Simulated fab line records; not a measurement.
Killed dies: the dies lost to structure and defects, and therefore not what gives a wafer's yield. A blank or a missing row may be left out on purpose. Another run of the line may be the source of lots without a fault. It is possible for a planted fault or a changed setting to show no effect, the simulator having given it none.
Problem report in the 8D (eight disciplines) form, filled by code -- flow sky130 -- the parts of the form that need people (team, actions taken, sign-off) are left out

1. THE ISSUE
Wafers without a fault read 14.17 s, standard deviation 0.04; strip time to endpoint s at SKY_GATE_OXIDE_STRIP_13 reads a mean of 5.92 s on 3 wafers belonging to 2 lots. So: -99 or more standard deviations from the usual mean.
The step: strips in O2/N2.
Seen first at day 19 13:50 on plasma asher-04, wafer L672.4. The record has a number at this step for 36 wafers belonging to 12 lots. Rule for "out" (also "out of limits"): further than 4 standard deviations from the usual mean. Any other wafer with a number is counted as sound.

2. WHAT IT IS, WHAT IT ISN'T
question,is,is not
which readings at this step,"strip time to endpoint s, oes product au",drypump motor current A
which lots,"L672, L673","L656, L658, L659, L660, L662, L664, L667, L675, L676, L678"
which wafers of those lots,"L672.4, L673.5, L673.6","L672.2, L672.3, L673.1"
read on which tools,"plasma asher-02, plasma asher-04",plasma asher-03
when,from day 19 13:50,"up to then (23 sound wafers); but 10 sound wafers of L673, L675, L676, L678 came after"

3. WHAT RULES OUT EACH SUSPECT
Counting: any tool at a process step up to the reading remains a suspect provided it ran every lot that is out. Sound lots after the first of them don't rule it out here, since some wafers of a struck lot are sound.
- litho track-01 at SKY_GATE_OXIDE_COAT_05 (resist thk 1140 nm): kept. It ran every lot that is out, first L672 (day 18 22:19); its last sound lot up to then is L659 (day 14 19:35).
The count leaves litho track-01 at SKY_GATE_OXIDE_COAT_05.

4. THE CAUSE (what the simulator had put in)
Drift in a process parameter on litho track-01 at SKY_GATE_OXIDE_COAT_05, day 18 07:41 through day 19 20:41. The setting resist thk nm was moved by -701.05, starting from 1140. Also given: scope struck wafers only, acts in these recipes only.
The count eliminated every tool but this one.

5. SEQUENCE OF EFFECTS, ordered by route
Each row: a reading whose mean over the struck wafers that have a number lies more than 3 standard deviations from the usual. Only readings whose record carries a usual standard deviation are examined. hours: median over the lots of the time between each lot's start at the first step of this table that gives one and its start at this step. sigmas: the change, counted in usual standard deviations.
hours,step,reading,usual,on struck wafers,change,sigmas
0,SKY_GATE_OXIDE_STRIP_13,oes product au,0.716 a.u.,0.481,-0.235,-59
0,SKY_GATE_OXIDE_STRIP_13,strip time to endpoint s,14.17 s,5.92,-8.25,-99 or more
It contains these process steps:
- SKY_GATE_OXIDE_STRIP_13: strips in O2/N2.

6. HOW IT WOULD HAVE BEEN CAUGHT EARLIER
First out-of-limits reading in this record: day 19 13:50, which is 30 hours after fault onset at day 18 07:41.
An alarm limit of 4 standard deviations would not have fired on the tool readings at SKY_GATE_OXIDE_COAT_05 for which the record gives a usual standard deviation, since none of them was out on any struck wafer.
Each of the lots that are out, 2 in all, had begun SKY_GATE_OXIDE_COAT_05 on litho track-01 no later than day 19 13:50. A hold on the tool at that time would have spared none of them.
